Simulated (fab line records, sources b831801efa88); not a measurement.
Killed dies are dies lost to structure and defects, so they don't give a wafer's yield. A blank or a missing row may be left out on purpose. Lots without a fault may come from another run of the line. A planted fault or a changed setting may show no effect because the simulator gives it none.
A struck lot beside a sound one | flow sky130 | 15 steps out of a route of 708
Sound: wafers L358.1, L358.4, L358.6. Struck: wafers L368.1, L368.3, L368.5. The cause comes at the end.
At each step with rows: each side's tool, then ch and its chambers, then its first start. Under that, the readings that differ: sound wafers | struck wafers | difference of the means | sigmas: that difference in standard deviations of wafers without a fault.
alike: readings whose means differ by less than 2 such deviations, and words and numbers that are the same on both sides. not compared: withheld readings, readings that some wafer has no value for, bounds like >300 that may hide the same value, and numbers for which the record gives no deviation and whose values overlap.
The two part at a step that has a row with sigmas, a row that says differs or no value, or rows on one side only. Numbers that don't overlap but have no deviation are shown without sigmas and don't part them. A reading that every wafer of one side lacks parts them only if that side has two wafers or more.

SKY_VIA3_BOW_MEAS_03:
  sound on film_metro-03, day 39 11:29; struck on film_metro-04, day 42 16:26
  alike: VIA3_BOW
then, 8 steps without rows for these wafers: SKY_VIA3_DEHYDRATE_04 (time 60 s); SKY_VIA3_HMDS_05 (prime time 60 s); SKY_VIA3_COAT_06 (resist thk 60 nm); SKY_VIA3_COAT_07 (resist thk 450 nm); SKY_VIA3_SOFTBAKE_08 (time 90 s); SKY_VIA3_EXPOSE_09 (exposes mask VIM3, target cd 200 nm); SKY_VIA3_PEB_10; SKY_VIA3_DEVELOP_11 (develop time 60 s).
SKY_VIA3_CD_MEAS_12: target cd 200 nm.
  sound on cd_sem-01, day 40 12:14; struck on cd_sem-01, day 43 15:15
  alike: cd_nm
SKY_VIA3_OVL_MEAS_13:
  sound on overlay-01, day 40 12:21; struck on overlay-02, day 43 15:22
  alike: VIA3_OVL
SKY_VIA3_ETCH_14: etches BARC in N2/H2, stops on SiO2, time 45.9 s, target depth 60 nm.
  sound on rie_diel-03 ch 0,2,3, day 40 12:23; struck on rie_diel-03 ch 1,2,3, day 43 15:25
  alike: bias_w, chamber_pressure_mTorr, drypump_motor_current_A, oes_product_au, throttle_valve_pct
  not compared: rf_hours_counter_h
SKY_VIA3_ETCH_15: etches SiO2 in C4F8/O2/Ar, stops on TiN, target depth 507 nm, time 78 s.
  sound on rie_diel-03 ch 0,2,3, day 40 12:26; struck on rie_diel-03 ch 1,2,3, day 43 15:27
  no value came back on the struck wafers for bias_w (W), chamber_pressure_mTorr (mTorr), oes_product_au (a.u.); on the sound wafers bias_w (W) reads 1204 1201 1194
  reading                                     | sound             | struck            | difference | sigmas
  model.KrF-thick_of_VIA3_COAT_07.thk_nm (nm) | 291.3 291.8 289.4 | 392.9 392.7 392.6 | +101.9     |
  not compared: rf_hours_counter_h
SKY_VIA3_STRIP_16: strips in O2/N2.
  sound on plasma_asher-01 ch 0,1, day 40 12:29; struck on plasma_asher-01 ch 0,1, day 43 15:31
  reading                      | sound             | struck            | difference | sigmas
  oes_product_au (a.u.)        | 0.399 0.405 0.404 | 0.448 0.445 0.444 | +0.043     | +9
  strip_time_to_endpoint_s (s) | 4.129 4.122 4.111 | 5.208 5.207 5.183 | +1.079     | +49
  alike: chamber_pressure_mTorr, drypump_motor_current_A
  not compared: rf_hours_counter_h
then, 1 step without rows for these wafers: SKY_VIA3_STRIP_17 (strips in post etch residue remover, time 1200 s).

WHERE THEY PART
First at SKY_VIA3_ETCH_15; last, within this record, at SKY_VIA3_STRIP_16.

WHY: what the simulator had put in
Skipped step whole: rie_diel-03, from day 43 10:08 on, at SKY_VIA3_ETCH_15. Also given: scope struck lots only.
